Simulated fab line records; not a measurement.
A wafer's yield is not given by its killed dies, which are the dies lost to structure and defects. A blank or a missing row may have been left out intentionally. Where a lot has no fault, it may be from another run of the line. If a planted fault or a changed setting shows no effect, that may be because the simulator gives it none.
Problem report, 8D (eight disciplines) form, completed by code / flow sky130 / the parts of the form that need people (team, actions taken, sign-off) are left out

== 1. THE PROBLEM ==
strip-time-to-endpoint-s at SKY_VT_ADJUST_LVTN_STRIP_20 reads a mean of 14.83 s on 6 wafers of 2 lots; wafers without a fault read 14.16 s with a standard deviation of 0.044. That puts it +15 standard deviations away from the usual mean.
The step: strips in O2/N2.
First observed at day 13 07:49: wafer L727.1, on plasma-asher-02. The record has a number at this step for 36 wafers belonging to 12 lots. The rule behind "out" and "out of limits": a value lying over 4 standard deviations away from the usual mean. The rest of the wafers with a number are treated as sound.

== 2. WHAT IT IS AND WHAT IT IS NOT ==
question=which readings at this step | is=strip-time-to-endpoint-s | is not=drypump-motor-current-A
question=which lots | is=L727, L728 | is not=L712, L713, L714, L715, L716, L717, L718, L724, L729, L730
question=which wafers of those lots | is=all that have a number | is not=-
question=read on which tools | is=plasma-asher-02 | is not=plasma-asher-01, plasma-asher-03
question=when | is=from day 13 07:49 | is not=up to then (24 sound wafers); but 6 sound wafers of L729, L730 came after

== 3. WHAT RULES OUT EACH SUSPECT ==
Counting: a tool at any process step up to the reading remains a suspect when it ran all the lots that are out and ran no sound lot after the first of those.
- plasma-asher-01 at SKY_VT_ADJUST_LVTN_STRIP_09 (strips in O2/N2): kept. All lots that are out passed through it, beginning with L727 at day 12 06:46, and no sound lot followed; its final sound lot before that point was L718 at day 9 21:33.
- litho-track-03 at SKY_VT_ADJUST_LVTN_COAT_13 (resist thk 1140 nm): kept. All lots that are out passed through it, beginning with L727 at day 12 18:47, and no sound lot followed; its final sound lot before that point was L716 at day 9 23:41.
- plasma-asher-02 at SKY_VT_ADJUST_LVTN_STRIP_20 (strips in O2/N2): kept. All lots that are out passed through it, beginning with L727 at day 13 07:49, and no sound lot followed; its final sound lot before that point was L724 at day 12 11:46. Out on those wafers are its own readings of strip-time-to-endpoint-s.
Still standing after the count: plasma-asher-01 at SKY_VT_ADJUST_LVTN_STRIP_09, litho-track-03 at SKY_VT_ADJUST_LVTN_COAT_13, plasma-asher-02 at SKY_VT_ADJUST_LVTN_STRIP_20.

== 4. THE CAUSE (what the simulator had put in) ==
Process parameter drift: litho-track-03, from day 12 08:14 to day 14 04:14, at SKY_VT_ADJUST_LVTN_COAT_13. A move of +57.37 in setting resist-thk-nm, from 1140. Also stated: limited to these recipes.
After counting, 3 suspects remain, this tool included.

== 5. SEQUENCE OF EFFECTS, ordered by route ==
One row per reading whose mean, taken over the struck wafers that have a number, lies over 3 standard deviations from the usual. Only readings for which the record gives a usual standard deviation are gone through. hours: the time from each lot's start at the first step in this table that gives one to its start at this step, as a median over the lots. sigmas: the change in usual standard deviations.
hours=0; step=SKY_VT_ADJUST_LVTN_STRIP_20; reading=strip-time-to-endpoint-s; usual=14.16 s; on struck wafers=14.83; change=+0.67; sigmas=+15
Process steps it contains:
- SKY_VT_ADJUST_LVTN_STRIP_20: strips in O2/N2.

== 6. HOW IT WOULD HAVE BEEN CAUGHT EARLIER ==
In this record the first reading out of limits was taken at day 13 07:49, 24 hours after the fault began at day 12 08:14.
Each of the lots that are out, 2 in all, had begun SKY_VT_ADJUST_LVTN_COAT_13 on litho-track-03 no later than day 13 07:49. Tool hold at that time: it would have spared none of them.
